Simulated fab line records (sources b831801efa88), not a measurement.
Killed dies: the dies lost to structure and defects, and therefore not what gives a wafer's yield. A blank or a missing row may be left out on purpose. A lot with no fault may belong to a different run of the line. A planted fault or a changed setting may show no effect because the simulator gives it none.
Comparing a struck lot with a sound one	flow gf180mcu	15 steps out of a route of 602
Sound: the wafers L142.2, L142.4, L142.5. Struck: wafers L140.1, L140.3 (left out: L140.2, a lot-mate that was not struck); the cause follows at the end.
Each step with rows lists, per side, the tool, then ch with its chambers, then its first start. Under that, the readings that differ: sound wafers	struck wafers	difference of the means	sigmas: that difference in standard deviations of wafers without a fault.
alike: words and numbers the same on both sides, and readings whose means are apart by under 2 such deviations; not compared: readings that were withheld, readings missing a value for some wafer, numbers with overlapping values and no deviation given by the record, and bounds like >300 which may hide the same value.
A row with sigmas, a row that says differs or no value, or rows on one side alone: a step with any of these is where the two part. When numbers do not overlap yet have no deviation, they are printed without sigmas and do not part them. A reading missing from all wafers of one side parts the sides only when that side holds two or more wafers.

first, 3 steps without rows for these wafers: GF_V2_EXPOSE_11 (exposes mask Via2, target cd 260 nm); GF_V2_PEB_12 (peb time 90 s); GF_V2_DEVELOP_13 (develop time 60 s).
GF_V2_CD_MEAS_14: target cd 260 nm.
  sound on cd_sem-01, day 27 22:50; struck on cd_sem-02, day 27 06:10
reading	sound	struck	difference	sigmas
cd_nm (nm)	261.1 261.0 260.8	257.8 256.9	-3.6	-3
GF_V2_OVL_MEAS_15:
  sound on overlay-02, day 27 22:56; struck on overlay-02, day 27 06:17
  alike: V2_OVL
GF_V2_ETCH_16: etches BARC in N2/H2.
  sound on rie_diel-02 ch 1,3, day 27 22:58; struck on rie_diel-01 ch 2,3, day 27 06:19
  alike: drypump_motor_current_A, oes_product_au, rf_fwd_power_W, throttle_valve_pct
GF_V2_ETCH_17: etches SiO2 in C4F8/O2/Ar, stops on TiN, target depth 630 nm.
  sound on rie_diel-02 ch 1,3; struck on rie_diel-01 ch 2,3
  alike: oes_product_au, rf_fwd_power_W
GF_V2_STRIP_18: strips in O2/N2.
  sound on plasma_asher-01 ch 0,1, day 27 23:06; struck on plasma_asher-04 ch 1, day 27 06:27
reading	sound	struck	difference	sigmas
drypump_motor_current_A (A)	5.3 5.3 5.2	6.6 6.6	+1.3	+3
  alike: heater_power_w, oes_product_au
  not compared: rf_hours_counter_h
then, 2 steps without rows for these wafers: GF_V2_STRIP_19 (strips in post etch residue remover, time 1200 s); GF_V2_CLEAN_20 (cleans in DIW).
GF_V2_SPUTTER_21: material Ti, target thk 15 nm, time 80.02 s.
  sound on pvd_sputter-02, day 27 23:46; struck on pvd_sputter-04, day 27 07:04
  alike: throttle_valve_pct
GF_V2_SPUTTER_22: material TiN, target thk 10 nm, time 40 s.
  sound on pvd_sputter-02, day 27 23:50; struck on pvd_sputter-04, day 27 07:07
  alike: throttle_valve_pct
GF_V2_CVD_23: deposits W, target thk 350 nm, time 104.94 s.
  sound on cvd_w-01 ch 0,1, day 27 23:52; struck on cvd_w-02 ch 0, day 27 07:10
reading	sound	struck	difference	sigmas
model.W_of_V2_CVD_23.thk_nm (nm)	353.9 351.1 357.8	366 362.4	+10	
  alike: heater_power_w
GF_V2_RS_MEAS_24: measurement is done with a four-point probe.
  sound on film_metro-03, day 28 00:00; struck on film_metro-04, day 27 07:16
  alike: V2_W_RS
-- the record jumps here: 7 days lie between the struck wafers' starts before and after (it left off in module V2 and takes up again in module PASSIVATION, whose first step shown is number 602 of the route) --
GF_PASSIVATION_PROBE_99:
  the record has rows for the struck wafers here (prober-01, day 34 12:07) and none for the sound ones

WHERE THEY PART
First at GF_V2_CD_MEAS_14; last, within this record, at GF_PASSIVATION_PROBE_99.

WHY: the cause the simulator had injected
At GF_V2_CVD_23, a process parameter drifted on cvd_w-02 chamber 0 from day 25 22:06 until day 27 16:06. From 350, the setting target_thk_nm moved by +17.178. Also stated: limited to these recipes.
